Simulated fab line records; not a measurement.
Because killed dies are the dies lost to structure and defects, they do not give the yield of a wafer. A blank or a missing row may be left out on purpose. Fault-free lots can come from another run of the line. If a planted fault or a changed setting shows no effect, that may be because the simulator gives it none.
fab line records    flow sky130
[record] lots = 4  wafers = 12  last-day = 50
route steps=708 shown POLY_CUT@317 SD_P@320 RES_XHIGH@332 SD_N@342
lots that met no fault: from a run of the same line without faults
start-h: start of the lot's first displayed wafer, in hours after the record's first day    wait-h: time in hours since the lot's previous step    " identical to the entry in the row above    L1.1+2: a row that stands for several wafers    - either no value or no given start    * or withheld: withheld    < > ~ a bound
route shown NAME@n: NAME is a module with steps in the file, n the number in the route of the first one    usual: mean/standard deviation of fault-free wafers    same: alike in all rows    chamber/n: place in a boat    sites: each site's reading    _std_site: their standard deviation    _edge_site: inner sites' mean taken away from outer sites' mean    radius-mm: for every site, how far away it sits from the centre of the wafer    mask NAME#n: copy n    behind: the last tool/chamber to shape the wafer    hold: reason for holding the lot/hours on hold/outcome of the hold    device: which transistor (n, p or np) failed to switch    end of line: tests of these same wafers at the route's end    a step with no rows: only its recipe    killed: dies lost to structure and defects at the first sort, not the wafer's yield    map: the dies of a wafer, with x for killed, . for not killed, _ for no die there
set.NAME: the setting the step ran with; set.NAME@STEP: the setting that earlier step ran with    model.NAME: the simulator's own value behind a step, which no gauge read
lots at selected steps of the route; one table per step, one row per wafer
services: the hour from which a tool's chamber was out of use, counted from the record's first day as start-h (under 0 if before that day), plus the number of hours and why
[[steps]]
[step SKY_POLY_CUT_ETCH_10]
[recipe] chemistry = N2/H2  target = BARC  ion-energy-ev = 200  source-w = 500  bias-w = 100  pressure-mtorr = 30  n2-flow-sccm = 100  h2-flow-sccm = 200  stop-on = SiO2  time-s = 45.9  target-depth-a = 600
[step SKY_POLY_CUT_ETCH_11]
[recipe] target = Si3N4  chemistry = CF4/CH2F2/Ar  stop-on = poly-Si  source-w = 600  bias-w = 150  pressure-mtorr = 40  cf4-flow-sccm = 40  ch2f2-flow-sccm = 20  Ar_flow_sccm = 150  time-s = 42.5  target-depth-a = 600
[step SKY_POLY_CUT_STRIP_12]
[recipe] chemistry = O2/N2  power-w = 1400  pressure-mtorr = 1500  platen-temp-c = withheld  o2-flow-sccm = 3000  n2-flow-sccm = 300  overash-fraction = 0.5
[step SKY_SD_P_DEHYDRATE_00]
[recipe] temp-c = 200  time-s = 60
[step SKY_SD_P_HMDS_01]
[recipe] prime-time-s = 60  prime-temp-c = 120
[step SKY_SD_P_COAT_02]
[recipe] resist = NOVOLAK  spin-rpm = 3000  resist-thk-nm = 1140
[step SKY_SD_P_SOFTBAKE_03]
[recipe] temp-c = 90  time-s = 60  resist = NOVOLAK
[step SKY_SD_P_EXPOSE_04]
[recipe] mask-id = PSDM  na = 0.6  source-shape = conventional  sigma-outer = 0.6  polarization = unpolarized  target-cd-nm = 380  dose-mj = 138
[step SKY_SD_P_PEB_05]
[recipe] temp-c = withheld  time-s = *  resist = NOVOLAK
[step SKY_SD_P_DEVELOP_06]
[recipe] resist = NOVOLAK  developer = TMAH  develop-time-s = 60  dev-temp-c = 23
[step SKY_SD_P_IMPLANT_09]
[recipe] species = BF2  energy-kev = 20  dose-cm2 = 3e+15  tilt-deg = 0
[usual] beam-energy-keV = 20.000/0.0053
lot.wafer  tool          chamber  start-h  wait-h  beam-energy-keV  model.implant.drp-nm
L919.1     implanter-03  0        603.03   0.0     20.003           9.746
L919.5     "             0        "        "       20.000           9.746
L919.6     "             0        "        "       20.002           9.746
L937.1     implanter-03  0        750.07   0.0     19.437           9.554
L937.2     "             0        "        "       19.435           9.554
L937.6     "             0        "        "       19.439           9.554
L938.1     implanter-03  0        756.77   0.0     19.431           9.554
L938.3     "             0        "        "       19.428           9.554
L938.5     "             0        "        "       19.433           9.554
L940.3     implanter-02  0        775.77   0.1     20.002           9.746
L940.5     "             0        "        "       20.007           9.746
L940.6     "             0        "        "       19.998           9.746
[step SKY_SD_P_STRIP_10]
[recipe] chemistry = O2/N2  power-w = 1400  pressure-mtorr = 1500  platen-temp-c = withheld  o2-flow-sccm = 3000  n2-flow-sccm = 300  overash-fraction = 0.5
[usual] chamber-pressure-mTorr = 1500.1/1.5  drypump-motor-current-A = 6.0/0.55  n2-flow-sccm = 300.1/0.79  oes-product-au = 0.618/0.0045  strip-time-to-endpoint-s = 17.51/0.038
lot.wafer  tool             chamber  start-h  wait-h  chamber-pressure-mTorr  drypump-motor-current-A  n2-flow-sccm  oes-product-au  rf-hours-counter-h  strip-time-to-endpoint-s
L919.1     plasma-asher-02  1        603.18   0.1     1500.3                  5.7                      301.0         0.621           18                  17.49
L919.5     "                0        "        "       1503.8                  5.7                      300.7         0.624           -                   17.54
L919.6     "                1        "        "       1500.6                  5.7                      300.8         0.611           -                   17.47
L937.1     plasma-asher-02  1        750.22   0.1     1500.7                  5.7                      300.3         0.614           31                  17.40
L937.2     "                0        "        "       1500.8                  5.7                      301.8         0.616           31                  17.40
L937.6     "                1        "        "       1501.7                  5.7                      300.7         0.616           -                   17.42
L938.1     plasma-asher-03  0        756.92   0.1     1500.6                  4.9                      299.5         0.622           1                   17.43
L938.3     "                1        "        "       1499.4                  5.9                      300.0         0.613           -                   17.38
L938.5     "                0        "        "       1499.1                  4.9                      299.4         0.616           -                   17.42
L940.3     plasma-asher-04  1        775.90   0.1     1502.1                  6.7                      300.0         0.620           -                   17.52
L940.5     "                1        "        "       1497.5                  6.6                      299.8         0.621           -                   17.53
L940.6     "                0        "        "       1496.1                  6.6                      300.0         0.617           -                   17.48
[step SKY_RES_XHIGH_DEHYDRATE_00]
[recipe] temp-c = 200  time-s = 60
[step SKY_RES_XHIGH_HMDS_01]
[recipe] prime-time-s = 60  prime-temp-c = 120
[step SKY_RES_XHIGH_COAT_02]
[recipe] resist = NOVOLAK  spin-rpm = 3000  resist-thk-nm = 1140
[step SKY_RES_XHIGH_SOFTBAKE_03]
[recipe] temp-c = 90  time-s = 60  resist = NOVOLAK
[step SKY_RES_XHIGH_EXPOSE_04]
[recipe] mask-id = URPM  na = 0.6  source-shape = conventional  sigma-outer = 0.6  polarization = unpolarized  target-cd-nm = 1270  dose-mj = 140
[step SKY_RES_XHIGH_PEB_05]
[recipe] temp-c = withheld  time-s = *  resist = NOVOLAK
[step SKY_RES_XHIGH_DEVELOP_06]
[recipe] resist = NOVOLAK  developer = TMAH  develop-time-s = 60  dev-temp-c = 23
[step SKY_RES_XHIGH_IMPLANT_07]
[recipe] species = BF2  energy-kev = 20  dose-cm2 = 3.6e+14  tilt-deg = 0
[step SKY_RES_XHIGH_STRIP_08]
[recipe] chemistry = O2/N2  power-w = 1400  pressure-mtorr = 1500  platen-temp-c = withheld  o2-flow-sccm = 3000  n2-flow-sccm = 300  overash-fraction = 0.5
[step SKY_SD_N_DEHYDRATE_00]
[recipe] temp-c = 200  time-s = 60
[step SKY_SD_N_HMDS_01]
[recipe] prime-time-s = 60  prime-temp-c = 120
[step SKY_SD_N_COAT_02]
[recipe] resist = NOVOLAK  spin-rpm = 3000  resist-thk-nm = 1140
[step SKY_SD_N_SOFTBAKE_03]
[recipe] temp-c = 90  time-s = 60  resist = NOVOLAK
[step SKY_SD_N_EXPOSE_04]
[recipe] mask-id = NSDM  na = 0.6  source-shape = conventional  sigma-outer = 0.6  polarization = unpolarized  target-cd-nm = 380  dose-mj = 141
[step SKY_SD_N_PEB_05]
[recipe] temp-c = withheld  time-s = *  resist = NOVOLAK
[step SKY_SD_N_DEVELOP_06]
[recipe] resist = NOVOLAK  developer = TMAH  develop-time-s = 60  dev-temp-c = 23
[step SKY_SD_N_IMPLANT_09]
[recipe] species = As  energy-kev = 50  dose-cm2 = 4e+15  tilt-deg = 0
[step SKY_SD_N_IMPLANT_10]
[recipe] species = P  energy-kev = 20  dose-cm2 = 1e+14  tilt-deg = 0
[step SKY_SD_N_STRIP_11]
[recipe] chemistry = O2/N2  power-w = 1400  pressure-mtorr = 1500  platen-temp-c = withheld  o2-flow-sccm = 3000  n2-flow-sccm = 300  overash-fraction = 0.5
[step SKY_SD_N_CLEAN_13]
[recipe] chemistry = SC1/SC2  mix = 1:4:20  temp-c = 70  time-s = 150  dry = n2-spin
[step SKY_SD_N_RTA_14]
[recipe] temp-c = 1075  time-s = 2  idle-temp-c = 650  ramp-up-c-per-s = 150  ramp-down-c-per-s = 90  ambient = N2
[step SKY_SD_N_RS_MEAS_17]
[recipe] thk-meas-gauge = four-point-probe
[usual] SD_P_RS = 147.1/0.38
lot.wafer  tool           chamber  start-h  wait-h  SD_P_RS[ohm/sq]
L919.1     film-metro-03  -        660.82   0.1     147.2
L919.5     "              -        "        "       146.8
L919.6     "              -        "        "       147.0
L937.1     film-metro-02  -        803.83   0.1     148.7
L937.2     "              -        "        "       149.1
L937.6     "              -        "        "       149.1
L938.1     film-metro-01  -        809.78   0.1     149.0
L938.3     "              -        "        "       148.8
L938.5     "              -        "        "       148.5
L940.3     film-metro-03  -        830.17   0.1     147.0
L940.5     "              -        "        "       146.2
L940.6     "              -        "        "       147.2
[[services]]
tool             chamber  start-h  hours  kind
implanter-03     -        596.19   5.4    repair
plasma-asher-04  -        600.74   2.0    repair
implanter-03     -        634.52   1.1    repair
plasma-asher-02  -        638.97   0.8    repair
plasma-asher-02  -        644.50   14.6   pm
implanter-02     -        653.01   4.0    pm
implanter-03     -        662.84   0.7    repair
implanter-02     -        678.81   3.9    repair
plasma-asher-03  -        733.75   9.0    pm
plasma-asher-03  0        733.75   9.0    vent-cycle
plasma-asher-03  1        733.75   9.0    vent-cycle
plasma-asher-03  0        742.75   -      clean
plasma-asher-03  1        742.75   -      clean
implanter-03     -        751.27   0.6    repair
plasma-asher-02  -        758.76   0.7    repair
[[key]]
[first-sign] step = SKY_SD_P_IMPLANT_09  reading = beam-energy-keV  direction = down  sigmas = 99+  usual = *  struck = *
[effect] step = SKY_SD_P_STRIP_10  reading = strip-time-to-endpoint-s  direction = down  sigmas = 2.5  usual = *  struck = *
[effect] step = SKY_SD_N_RS_MEAS_17  reading = SD_P_RS  direction = up  sigmas = 4.5  usual = 147.1  struck = 148.9
[model-effect] step = SKY_SD_P_IMPLANT_09  value = implant.drp-nm  without = 9.746  struck = 9.554
met-at SKY_SD_P_IMPLANT_09
struck-wafers L937.1,L937.2,L937.6,L938.1,L938.3,L938.5
tester-left-out L937,L938
onset-between 603.03 750.07
[fault] kind = process-parameter-drift  tool = implanter-03  chamber = -  onset-h = 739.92  steps = SKY_SD_P_IMPLANT_09  channel = energy-kev  offset = *  shape = step  end-h = 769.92  acts-in = *  stated = *
// tester-left-out: of these lots the tester's yield and bins aren't shown, on N5 and GAA mostly nor the transistor test; their killed dies are dies lost to structure and defects alone, not to doping, threshold or leakage, so they don't give the yield
